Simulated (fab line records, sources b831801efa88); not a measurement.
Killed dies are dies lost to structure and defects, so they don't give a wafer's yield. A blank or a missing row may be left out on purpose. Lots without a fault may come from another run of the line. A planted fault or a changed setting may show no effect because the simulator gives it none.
Which tool did it? | flow sky130 | 10 lots, 30 wafers sampled, at 6 steps of a route of 708

WHAT THE GAUGES READ, wafer by wafer
SKY_METAL4_CD_MEAS_13: target cd 300 nm.
lot  | measured     | on        | cd_nm (nm)
L965 | day 41 22:45 | cd_sem-01 | 297.3 298.0 297.6
L966 | day 42 06:32 | cd_sem-01 | 299.3 298.9 299.9
L976 | day 44 18:29 | cd_sem-01 | 300.6 299.1 299.7
L978 | day 45 12:50 | cd_sem-02 | 299.0 299.7 300.4
L982 | day 46 05:08 | cd_sem-01 | 298.7 298.9 297.8
L981 | day 46 07:40 | cd_sem-02 | 298.4 298.3 298.6
L983 | day 47 04:29 | cd_sem-01 | 299.5 300.3 299.1
L984 | day 47 07:26 | cd_sem-01 | 300.8 301.8 300.3
L985 | day 47 08:25 | cd_sem-02 | 298.9 297.2 299.6
L986 | day 47 09:23 | cd_sem-01 | 300.0 299.3 300.2

SKY_VIA4_OVL_MEAS_11.
lot  | measured     | on         | VIA4_OVL (nm)
L965 | day 42 23:17 | overlay-02 | -0.2 -1.0 0.4
L966 | day 43 07:23 | overlay-01 | 0.0 -0.6 0.8
L976 | day 45 17:34 | overlay-02 | 1.9 1.9 0.3
L978 | day 46 11:07 | overlay-02 | 3.0 4.4 3.8
L982 | day 47 02:13 | overlay-01 | -0.9 -3.4 -2.0
L981 | day 47 05:37 | overlay-01 | 0.6 1.4 2.0
L983 | day 48 01:17 | overlay-01 | 2.4 1.2 2.7
L984 | day 48 03:40 | overlay-01 | 0.8 0.5 1.7
L985 | day 48 05:47 | overlay-01 | -1.0 -0.6 -0.3
L986 | day 48 06:08 | overlay-01 | 1.0 -1.3 0.6

SKY_VIA4_RS_MEAS_19: measures by four-point-probe.
lot  | measured     | on            | VIA4_W_RS (ohm/sq)
L965 | day 43 00:15 | film_metro-01 | 0.2106 0.2101 0.2153
L966 | day 43 08:18 | film_metro-01 | 0.2133 0.2153 0.2113
L976 | day 45 18:32 | film_metro-04 | 0.4255 0.2128 0.2185
L978 | day 46 12:02 | film_metro-01 | 0.4439 0.4248 0.2125
L982 | day 47 03:08 | film_metro-04 | 0.2124 0.2136 0.2121
L981 | day 47 06:32 | film_metro-02 | 0.2132 0.2118 0.2127
L983 | day 48 02:14 | film_metro-01 | 0.2168 0.2164 0.2179
L984 | day 48 04:42 | film_metro-04 | 0.2128 0.2123 0.2139
L985 | day 48 06:46 | film_metro-01 | 0.2155 0.2162 0.2178
L986 | day 48 07:31 | film_metro-02 | 0.2156 0.2152 0.2121

SKY_VIA4_THK_MEAS_20: measures by xrf.
lot  | measured     | on            | VIA4_W_THK (nm)
L965 | day 43 00:22 | film_metro-01 | 534 536 520
L966 | day 43 08:25 | film_metro-01 | 528 520 534
L976 | day 45 18:39 | film_metro-04 | 263 515 504
L978 | day 46 12:09 | film_metro-01 | 253 267 522
L982 | day 47 03:15 | film_metro-04 | 524 520 522
L981 | day 47 06:39 | film_metro-02 | 522 530 526
L983 | day 48 02:21 | film_metro-01 | 517 520 518
L984 | day 48 04:49 | film_metro-04 | 518 517 517
L985 | day 48 06:52 | film_metro-01 | 522 520 519
L986 | day 48 07:37 | film_metro-02 | 517 519 526

WHICH TOOL RAN EACH LOT (tool, then ch and the chambers of the sampled wafers, then the start)
lot  | SKY_CAP2M_METAL_ETCH_13           | SKY_VIA4_CVD_18
L965 | rie_metal-02 ch 0,1, day 40 21:49 | cvd_w-01 ch 0,1, day 43 00:05
L966 | rie_metal-02 ch 0,1, day 41 06:15 | cvd_w-01 ch 0,1, day 43 08:08
L976 | rie_metal-02 ch 0,1, day 43 19:18 | cvd_w-02 ch 0,1, day 45 18:22
L978 | rie_metal-04 ch 0,1, day 44 14:48 | cvd_w-02 ch 0,1, day 46 11:53
L982 | rie_metal-02 ch 0,1, day 45 08:25 | cvd_w-01 ch 0,1, day 47 02:59
L981 | rie_metal-02 ch 0, day 45 10:21   | cvd_w-01 ch 0,1, day 47 06:23
L983 | rie_metal-03 ch 0, day 46 08:03   | cvd_w-01 ch 0,1, day 48 02:05
L984 | rie_metal-04 ch 0,1, day 46 10:42 | cvd_w-01 ch 0,1, day 48 04:33
L985 | rie_metal-03 ch 0,1, day 46 11:47 | cvd_w-01 ch 0,1, day 48 06:38
L986 | rie_metal-03 ch 0,1, day 46 12:32 | cvd_w-01 ch 0,1, day 48 07:22
- SKY_CAP2M_METAL_ETCH_13: etches TiN in Cl2/BCl3, stops on SiO2, target depth 220 nm, time 62.9 s.
- SKY_VIA4_CVD_18: deposits W, target thk 505 nm, time 152.14 s.

WHAT THE TOOLS THEMSELVES READ (means of the sampled wafers that have a number; where no wafer has one, the mark that the record gives instead)
SKY_CAP2M_METAL_ETCH_13.
lot  | tool         | bcl3_flow_sccm (sccm) | chamber_pressure_mTorr (mTorr) | drypump_motor_current_A (A) | mfc_cl2_sccm (sccm) | oes_product_au (a.u.) | throttle_valve_pct (%)
L965 | rie_metal-02 | 29.99                 | 9.996                          | 5.5                         | 59.96               | 0.937                 | 21.904
L966 | rie_metal-02 | 29.99                 | 10.001                         | 5.9                         | 60.00               | 0.937                 | 21.904
L976 | rie_metal-02 | 29.99                 | 9.999                          | 5.9                         | 59.83               | 0.931                 | 21.902
L978 | rie_metal-04 | 30.00                 | 9.992                          | 5.7                         | 59.92               | 0.940                 | 21.905
L982 | rie_metal-02 | 29.89                 | 10.003                         | 5.9                         | 59.99               | 0.934                 | 21.913
L981 | rie_metal-02 | 29.82                 | 10.004                         | 5.2                         | 60.11               | 0.937                 | 21.908
L983 | rie_metal-03 | 29.91                 | 9.997                          | 5.7                         | 60.10               | 0.941                 | 21.903
L984 | rie_metal-04 | 29.95                 | 10.004                         | 5.9                         | 60.02               | 0.943                 | 21.897
L985 | rie_metal-03 | 30.07                 | 9.999                          | 5.7                         | 60.25               | 0.929                 | 21.907
L986 | rie_metal-03 | 30.09                 | 9.996                          | 5.7                         | 60.10               | 0.940                 | 21.900

SKY_VIA4_CVD_18.
lot  | tool     | heater_power_w (W)
L965 | cvd_w-01 | 802
L966 | cvd_w-01 | 894
L976 | cvd_w-02 | 765
L978 | cvd_w-02 | 763
L982 | cvd_w-01 | 810
L981 | cvd_w-01 | 801
L983 | cvd_w-01 | 902
L984 | cvd_w-01 | 902
L985 | cvd_w-01 | 893
L986 | cvd_w-01 | 901

THE ANSWER, worked out from the rows above alone
Rule: what is usual is taken from the lots themselves. Put in order of their means at a reading, lots are off if they are a third of the lots or fewer, leave a main group of 4 or more, and stand apart from it by a gap of 3 or more times the standard deviation of the main group's means; of several such gaps the widest counts. A main group whose means are all the same, to the digits that the tables above print for the reading, isn't used. A lot without any number at a reading at which 4 lots or more have one is off too. The other lots that the step has rows for count as sound. The gauges are gone through in route order, then the tools' own readings, and for those a lot's mean is taken as printed above. The first step at which some lot is off is used, and at that step the reading that is off furthest; a lot without a number counts as furthest.
Off: L976, L978, at SKY_VIA4_RS_MEAS_19 (VIA4_W_RS). The main group: mean 0.2139 ohm/sq, standard deviation 0.0018.
A tool fits if, at a process step before that reading, it ran every lot that is off, and no sound lot after the first of them. The gauges at SKY_VIA4_RS_MEAS_19 are tried like those tools. One fits: cvd_w-02 at SKY_VIA4_CVD_18. It ran no sound lot before its first lot that is off in this sample, so the start can't be narrowed down.

WHAT THE SIMULATOR HAD PUT IN
Process parameter drift: cvd_w-02, from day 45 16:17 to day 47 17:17, at SKY_VIA4_CVD_18. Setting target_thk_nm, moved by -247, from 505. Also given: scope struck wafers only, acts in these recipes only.
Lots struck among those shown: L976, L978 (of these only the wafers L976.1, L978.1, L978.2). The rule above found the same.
